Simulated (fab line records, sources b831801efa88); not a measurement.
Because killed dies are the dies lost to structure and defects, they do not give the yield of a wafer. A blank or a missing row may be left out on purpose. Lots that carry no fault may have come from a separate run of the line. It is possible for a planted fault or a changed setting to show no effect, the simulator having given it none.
Which tool did it? | flow gf180mcu | 14 lots with 42 wafers sampled at 4 steps, on a route of 602 steps

WHAT THE GAUGES READ, wafer by wafer
GF_CONTACT_OVL_MEAS_15. Usual: for CONTACT_OVL the level is -2 nm and the standard deviation is 6.5.
lot  | measured     | on         | CONTACT_OVL (nm) | flag
L295 | day 16 06:32 | overlay-01 | -5 -1 0          | 
L296 | day 16 11:58 | overlay-01 | -9 -16 -10       | 
L297 | day 16 20:10 | overlay-01 | -1 3 -4          | 
L298 | day 17 05:47 | overlay-01 | -4 -1 -3         | 
L299 | day 17 16:38 | overlay-01 | -11 -11 -12      | 
L300 | day 18 02:11 | overlay-01 | 1 5 1            | 
L301 | day 18 05:26 | overlay-01 | 3 -1 5           | 
L302 | day 18 19:13 | overlay-01 | 5 7 3            | 
L313 | day 22 14:50 | overlay-01 | 4 1 12           | 
L314 | day 23 00:51 | overlay-01 | 2 7 8            | 
L315 | day 23 07:07 | overlay-01 | 3 3 3            | 
L316 | day 23 15:28 | overlay-01 | -6 -8 3          | 
L317 | day 23 22:08 | overlay-01 | 8 7 3            | 
L318 | day 24 04:41 | overlay-02 | 7 4 2            | 

GF_V1_OVL_MEAS_15. Usual: for V1_OVL the level is 0 nm and the standard deviation is 5.6.
lot  | measured     | on         | V1_OVL (nm) | flag
L295 | day 18 07:08 | overlay-01 | 5 7 12      | 
L296 | day 18 13:23 | overlay-02 | 7 5 10      | 
L297 | day 18 22:29 | overlay-02 | -2 0 1      | 
L298 | day 19 08:25 | overlay-02 | -5 -2 2     | 
L299 | day 19 19:53 | overlay-01 | -10 0 -3    | 
L300 | day 20 06:29 | overlay-01 | 1 -4 -1     | 
L301 | day 20 08:04 | overlay-02 | -2 4 -3     | 
L302 | day 20 23:31 | overlay-02 | -3 1 3      | 
L313 | day 24 15:23 | overlay-02 | 0 7 7       | 
L314 | day 25 00:50 | overlay-02 | 4 -2 7      | 
L315 | day 25 06:37 | overlay-02 | -7 1 0      | 
L316 | day 25 15:01 | overlay-01 | 10 4 12     | 
L317 | day 25 23:38 | overlay-01 | -4 -2 -2    | 
L318 | day 26 02:35 | overlay-01 | 7 5 7       | 

WHICH TOOL RAN EACH LOT (tool, then ch and the chambers of the sampled wafers, then the start)
lot  | GF_STI_ETCH_14                 | GF_M1_SPUTTER_02
L295 | rieSi-01 ch 0,2,3, day 2 02:43 | pvdSputter-02, day 16 07:50
L296 | rieSi-02 ch 0,2,3, day 2 08:04 | pvdSputter-02, day 16 13:16
L297 | rieSi-02 ch 2,3, day 2 11:25   | pvdSputter-02, day 16 21:29
L298 | rieSi-01 ch 0,1,2, day 2 17:46 | pvdSputter-01, day 17 07:06
L299 | rieSi-01 ch 1,2, day 2 22:49   | pvdSputter-04, day 17 17:56
L300 | rieSi-01 ch 0,1, day 3 04:22   | pvdSputter-01, day 18 03:30
L301 | rieSi-01 ch 0,2,3, day 3 08:04 | pvdSputter-02, day 18 06:44
L302 | rieSi-01 ch 0,1,3, day 3 14:10 | pvdSputter-02, day 18 20:32
L313 | rieSi-02 ch 0,2,3, day 5 22:13 | pvdSputter-04, day 22 16:37
L314 | rieSi-02 ch 2,3, day 6 03:34   | pvdSputter-04, day 23 02:13
L315 | rieSi-02 ch 0,2,3, day 6 08:24 | pvdSputter-02, day 23 08:26
L316 | rieSi-01 ch 0,1,3, day 6 13:34 | pvdSputter-01, day 23 16:46
L317 | rieSi-01 ch 1,2,3, day 6 18:55 | pvdSputter-01, day 24 02:22
L318 | rieSi-01 ch 2,3, day 7 00:01   | pvdSputter-01, day 24 05:59
- GF_STI_ETCH_14: etches Si in HBr/Cl2/O2, target depth 360 nm, time 102.9 s.
- GF_M1_SPUTTER_02: material AlCu, target thk 450 nm, time 23.9 s.

AS READ BY THE TOOLS THEMSELVES (means over the sampled wafers that have a number; for cases with no such wafer, the mark the record gives instead)
GF_STI_ETCH_14. Usual: chamberPressureMTorr 14.999 mTorr, standard deviation 0.015; drypumpMotorCurrentA 5.5 A, standard deviation 0.34; oesProductAu 1.007 a.u., standard deviation 0.012; rfFwdPowerW 596.8 W, standard deviation 2.2; throttleValvePct 25.652 %, standard deviation 0.012.
lot  | tool     | chamberPressureMTorr (mTorr) | drypumpMotorCurrentA (A) | oesProductAu (a.u.) | rfFwdPowerW (W) | throttleValvePct (%) | flag
L295 | rieSi-01 | 14.996                       | 5.5                      | 1.010               | 596.4           | 25.644               | 
L296 | rieSi-02 | 14.993                       | 5.4                      | 1.010               | 596.8           | 25.651               | 
L297 | rieSi-02 | 15.021                       | 5.4                      | 1.008               | 598.2           | 25.652               | 
L298 | rieSi-01 | 15.002                       | 5.3                      | 1.009               | 599.0           | 25.650               | 
L299 | rieSi-01 | 15.005                       | 5.3                      | 1.005               | 599.3           | 25.649               | 
L300 | rieSi-01 | 15.008                       | 5.4                      | 0.992               | 564.9           | 25.655               | OFF
L301 | rieSi-01 | 15.009                       | 5.5                      | 0.991               | 563.8           | 25.668               | OFF
L302 | rieSi-01 | 14.996                       | 5.7                      | 0.990               | 566.7           | 25.666               | OFF
L313 | rieSi-02 | 14.993                       | 5.4                      | 0.997               | 595.9           | 25.665               | 
L314 | rieSi-02 | 14.994                       | 5.2                      | 1.013               | 596.0           | 25.644               | 
L315 | rieSi-02 | 14.990                       | 5.4                      | 0.996               | 597.3           | 25.656               | 
L316 | rieSi-01 | 14.999                       | 5.6                      | 1.013               | 594.8           | 25.645               | 
L317 | rieSi-01 | 14.995                       | 5.6                      | 1.006               | 598.1           | 25.661               | 
L318 | rieSi-01 | 15.007                       | 5.4                      | 1.007               | 597.9           | 25.656               | 

GF_M1_SPUTTER_02. Usual: throttleValvePct 30.3 %, standard deviation 0.99.
lot  | tool          | throttleValvePct (%) | flag
L295 | pvdSputter-02 | 30.4                 | 
L296 | pvdSputter-02 | 29.9                 | 
L297 | pvdSputter-02 | 30.8                 | 
L298 | pvdSputter-01 | 30.3                 | 
L299 | pvdSputter-04 | 29.4                 | 
L300 | pvdSputter-01 | 30.0                 | 
L301 | pvdSputter-02 | 30.2                 | 
L302 | pvdSputter-02 | 30.3                 | 
L313 | pvdSputter-04 | 30.5                 | 
L314 | pvdSputter-04 | 30.4                 | 
L315 | pvdSputter-02 | 30.6                 | 
L316 | pvdSputter-01 | 30.4                 | 
L317 | pvdSputter-01 | 29.8                 | 
L318 | pvdSputter-01 | 30.3                 | 

THE ANSWER, worked out from the rows above alone
Rule: take the mean of a lot's wafers that have a number; if it is more than 3 standard deviations from the usual mean, the lot is off. A lot without any number at a reading at which 4 lots or more have one is off too. All remaining lots with rows at the step are treated as sound. The gauges are gone through in route order, then the tools' own readings, and for those a lot's mean is taken as printed above. The first step at which some lot is off is used, and at that step the reading that is off furthest; a lot without a number counts as furthest.
Off at GF_STI_ETCH_14 (rfFwdPowerW): L300, L301, L302.
A tool fits if, at that step or a process step before it, it ran every lot that is off, and no sound lot after the first of them. Not one of the candidates tried fits.

WHAT HAD BEEN PUT IN BY THE SIMULATOR
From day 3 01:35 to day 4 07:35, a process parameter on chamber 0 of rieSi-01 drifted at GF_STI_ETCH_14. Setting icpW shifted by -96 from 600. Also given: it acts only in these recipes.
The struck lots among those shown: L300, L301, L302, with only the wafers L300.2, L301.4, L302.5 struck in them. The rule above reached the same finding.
